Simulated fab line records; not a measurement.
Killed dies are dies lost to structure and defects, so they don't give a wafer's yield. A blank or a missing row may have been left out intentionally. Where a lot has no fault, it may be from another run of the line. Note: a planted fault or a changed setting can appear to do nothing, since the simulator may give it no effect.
Split-lot trial -- flow sfqLine -- on a route of 325 steps: 5 lots, 23 wafers read

## THE SPLIT ITSELF
At SFQ_TRILAYER_M0_LITHO_COAT_021 (resist thk 600 nm), the setting resistThkNm was moved away from the recipe's 600 nm on 5 of the 23 wafers read, by -4.8% to -4.4%. The other wafers ran this setting at the recipe's value.

## BETWEEN THE SPLIT AND THE READING: the file shows 1 step in between
- SFQ_TRILAYER_M0_BARC_OPEN_METAL_ETCH_031: etches BARC in O2, target depth 125 nm, time 41.7 s (also split here: timeS)

## THE READING
KrF_of_TRILAYER_M0_LITHO_COAT_021.thkNm (the simulator's own value, which no gauge read), in nm, at SFQ_TRILAYER_M0_ETCH_METAL_ETCH_024 (etches Nb in Cl2/Ar, stops on SiO2, target depth 240 nm, time 120 s). The file gives no usual value for it. Here, 18 wafers ran the recipe; their average is 381.0 nm with a standard deviation of 3.4 nm.

wafer,"tool, chamber at the split","resistThkNm as run, nm",against the recipe,"KrF_of_TRILAYER_M0_LITHO_COAT_021.thkNm, nm",against lot-mates on the recipe
L074.2,"lithoTrack-01, 0",571.2,-4.8%,356.7,-28.2
L074.3,"lithoTrack-01, 0",600,recipe,381.7,-
L074.4,"lithoTrack-01, 0",571.2,-4.8%,361.4,-23.5
L074.5,"lithoTrack-01, 0",600,recipe,384.5,-
L074.6,"lithoTrack-01, 0",600,recipe,388.4,-
L076.1,"lithoTrack-04, 0",573.4,-4.4%,355,-20.4
L076.2,"lithoTrack-04, 0",573.4,-4.4%,351.4,-24.1
L076.3,"lithoTrack-04, 0",600,recipe,376.7,-
L076.5,"lithoTrack-04, 0",600,recipe,374.2,-
L076.6,"lithoTrack-04, 0",573.4,-4.4%,351.8,-23.6
L077.4,"lithoTrack-04, 0",600,recipe,378.8,-
L077.5,"lithoTrack-04, 0",600,recipe,379.1,-
L077.6,"lithoTrack-04, 0",600,recipe,381.1,-
L078.1,"lithoTrack-01, 0",600,recipe,386,-
L078.2,"lithoTrack-01, 0",600,recipe,379.1,-
L078.3,"lithoTrack-01, 0",600,recipe,380.8,-
L078.5,"lithoTrack-01, 0",600,recipe,381.9,-
L078.6,"lithoTrack-01, 0",600,recipe,385.1,-
L079.1,"lithoTrack-01, 0",600,recipe,381.7,-
L079.2,"lithoTrack-01, 0",600,recipe,376.7,-
L079.3,"lithoTrack-01, 0",600,recipe,378.5,-
L079.4,"lithoTrack-01, 0",600,recipe,382.4,-
L079.5,"lithoTrack-01, 0",600,recipe,380.8,-

THE FIT
A straight line over all 23 wafers: KrF_of_TRILAYER_M0_LITHO_COAT_021.thkNm changes by +5.57 nm for each +1% of resistThkNm; r = +0.94; the points scatter about the line by 3.9 nm.
The same after taking each lot's own level away (the mean of its wafers on the recipe; 23 wafers): +5.24 nm for each +1%; r = +0.98; scatter 2.2 nm.
The reading moves by 25 nm for the largest change in resistThkNm, on that fit.
Measured against the standard deviation above, the lots' own levels, which go from 375.45 to 384.87 nm, span 2.7 times it.
The two slopes agree, so the slope changes little with the lot-to-lot level.
Check: with one of the wafers moved furthest among these (-4.8%) left out of the fit, the line predicts -24.3 nm for it against its lot-mates. Against them it came out at -28.2 nm.

## THESE WAFERS: OTHER SPLITS
Other splits were also applied to these wafers ahead of the reading. Each is held against what the fit with the lots' levels taken away leaves over:
other split on the same wafers,wafers away from the commonest value,r with KrF_of_TRILAYER_M0_LITHO_COAT_021.thkNm (lot level and that fit taken away)
SFQ_TRILAYER_INCOMING_OXIDATION_002 tempC,13,+0.01
SFQ_TRILAYER_L0_LITHO_COAT_010 resistThkNm,9,-0.34
SFQ_TRILAYER_L0_BARC_OPEN_METAL_ETCH_010 biasW,5,-0.25
SFQ_TRILAYER_L0_VIA_LITHO_COAT_018 spinRpm,5,+0.18
SFQ_TRILAYER_M0_LITHO_COAT_026 spinRpm,10,-0.04
SFQ_TRILAYER_M0_BARC_OPEN_METAL_ETCH_031 timeS,7,-0.03

## THE WHOLE CHAIN: every reading that the file lists as answering this split, in the file's order
step,what it does,reading,change (the file's fit),r (the file's)
SFQ_TRILAYER_M0_LITHO_COAT_021,resist thk 600 nm,"KrF_of_TRILAYER_M0_LITHO_COAT_021.thkNm (the simulator's own value, which no gauge read)",+5.87 nm for each +1% of the setting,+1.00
SFQ_TRILAYER_M0_BARC_OPEN_METAL_ETCH_031,"etches BARC in O2, target depth 125 nm, time 41.7 s","KrF_of_TRILAYER_M0_LITHO_COAT_021.thkNm (the simulator's own value, which no gauge read)",+5.64 nm for each +1% of the setting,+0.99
SFQ_TRILAYER_M0_ETCH_METAL_ETCH_024,"etches Nb in Cl2/Ar, stops on SiO2, target depth 240 nm, time 120 s","KrF_of_TRILAYER_M0_LITHO_COAT_021.thkNm (the simulator's own value, which no gauge read)",+5.26 nm for each +1% of the setting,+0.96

## THE FILE'S OWN FIT
KrF_of_TRILAYER_M0_LITHO_COAT_021.thkNm changes by +5.26 nm for each +1% of resistThkNm, r = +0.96.
